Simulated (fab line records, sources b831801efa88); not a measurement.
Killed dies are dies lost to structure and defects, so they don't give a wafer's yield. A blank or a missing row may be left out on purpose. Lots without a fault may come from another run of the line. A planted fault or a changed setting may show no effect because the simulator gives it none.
One fault seen from 2 desks | flow sfq_line | each desk has only its own numbers; what lay behind them comes last

THE METROLOGY DESK
What the gauges read, lot by lot, whatever tool the lot ran on: means of the sampled wafers that have a number. A lot is out of limits, marked OUT, if its mean lies more than 4 standard deviations from the usual mean; the brackets give that distance.
Columns: A = I3_BOW at SFQ_I3_BOW_MEAS_922, usual 3 um; B = I3_OVL at SFQ_I3_OVL_MEAS_923, usual -2 nm
lot  | first seen here | A  | B
L459 | day 45 05:38    | 11 | -1
L471 | day 50 07:03    | 6  | 4
L473 | day 51 01:04    | 3  | 5
L478 | day 52 06:47    | 4  | -10
L481 | day 53 16:54    | 9  | -6
This desk's finding: nothing out of limits on any of the 5 lots.

THE TOOL OWNER'S DESK: litho_track-03
The tool's own readings at SFQ_TRILAYER_I3_VIA_LITHO_PEB_088 (peb time 60 s): means of the sampled wafers that have a number, for each lot that ran on this tool. A lot is out of limits, marked OUT, if its mean lies more than 4 standard deviations from the usual mean; the brackets give that distance.
Columns: A = heater_power_total_W at SFQ_TRILAYER_I3_VIA_LITHO_PEB_088, usual 79.15 W
lot  | first seen here | A
L471 | day 55 16:04    | 79.11
L473 | day 56 15:20    | 79.74 (+9.0) OUT
This desk's finding: out of limits on L473; first on L473, day 56 15:20 (heater_power_total_W at SFQ_TRILAYER_I3_VIA_LITHO_PEB_088). In limits: L471.

PUT TOGETHER
The tool owner's desk could have raised an alarm at day 56 15:20, on L473.
The metrology desk saw nothing out of limits.
The metrology desk has L473 on record, within its limits.
Of the lots named, all ran SFQ_TRILAYER_I3_VIA_LITHO_PEB_088 on litho_track-03.

WHAT THE SIMULATOR HAD PUT IN
Process parameter drift: litho_track-03, from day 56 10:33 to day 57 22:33, at SFQ_TRILAYER_I3_VIA_LITHO_PEB_088. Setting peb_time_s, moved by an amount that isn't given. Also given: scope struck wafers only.
Lots struck among those shown: L473.
Hours from the fault's start to each desk's first reading out of limits: the tool owner's desk, 5.
